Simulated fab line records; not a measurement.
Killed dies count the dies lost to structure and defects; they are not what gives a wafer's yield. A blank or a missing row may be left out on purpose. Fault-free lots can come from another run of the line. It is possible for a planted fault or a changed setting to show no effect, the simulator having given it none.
What tool caused it? | flow gf180mcu | 12 lots (36 wafers sampled), 1 step of a 602-step route

== WHAT EACH GAUGE READ, for each wafer ==
GF_MIM_RS_MEAS_10: uses a four-point probe to measure.
lot  | measured     | on            | MIM_ALCU_RS (ohm/sq)
L712 | day 24 17:26 | film metro-04 | 0.1582 0.1578 0.1566
L714 | day 25 15:29 | film metro-01 | 0.1619 0.1610 0.1606
L716 | day 26 00:17 | film metro-04 | 0.1579 0.1618 0.1575
L719 | day 27 02:26 | film metro-04 | 0.1575 0.1572 0.1587
L720 | day 27 14:29 | film metro-03 | 0.1609 0.1619 0.1620
L721 | day 27 20:52 | film metro-04 | 0.1607 0.1604 0.1605
L724 | day 28 17:28 | film metro-04 | 0.1575 0.1574 0.1589
L725 | day 28 22:32 | film metro-01 | 0.1605 0.1578 0.1612
L726 | day 29 09:58 | film metro-04 | 0.1576 0.1611 0.1585
L727 | day 29 12:16 | film metro-01 | 0.1604 0.1574 0.1580
L729 | day 29 23:46 | film metro-01 | 0.1587 0.1586 0.1593
L734 | day 31 13:20 | film metro-04 | 0.1597 0.1592 0.1618

== WHICH TOOL RAN EACH LOT (tool, then ch and the chambers of the sampled wafers, then the start) ==
Record: no process step prior to these readings.

== WHAT THE TOOLS THEMSELVES READ (means of the sampled wafers that have a number; where no wafer has one, the mark that the record gives instead) ==
The record holds no such reading with a usual standard deviation.

== THE ANSWER, worked out from the rows above alone ==
Rule: what is usual is taken from the lots themselves. The widest of any qualifying gaps counts: lots, ordered by their means at a reading, are off when they make up no more than a third of the lots, leave a main group of 4 or more, and stand apart from it by 3 or more times the standard deviation of that group's means. If all means in a main group match to the digits the tables above print for the reading, that group is not used. A lot without any number at a reading at which 4 lots or more have one is off too. All remaining lots with rows at the step are treated as sound. Order of review: gauges by route order, followed by the tools' own readings, for which a lot's mean as printed above is used. The first step at which some lot is off is used, and at that step the reading that is off furthest; a lot without a number counts as furthest.
Nothing can be told from this: no lot is off at any reading shown.

== WHAT THE SIMULATOR HAD INSERTED ==
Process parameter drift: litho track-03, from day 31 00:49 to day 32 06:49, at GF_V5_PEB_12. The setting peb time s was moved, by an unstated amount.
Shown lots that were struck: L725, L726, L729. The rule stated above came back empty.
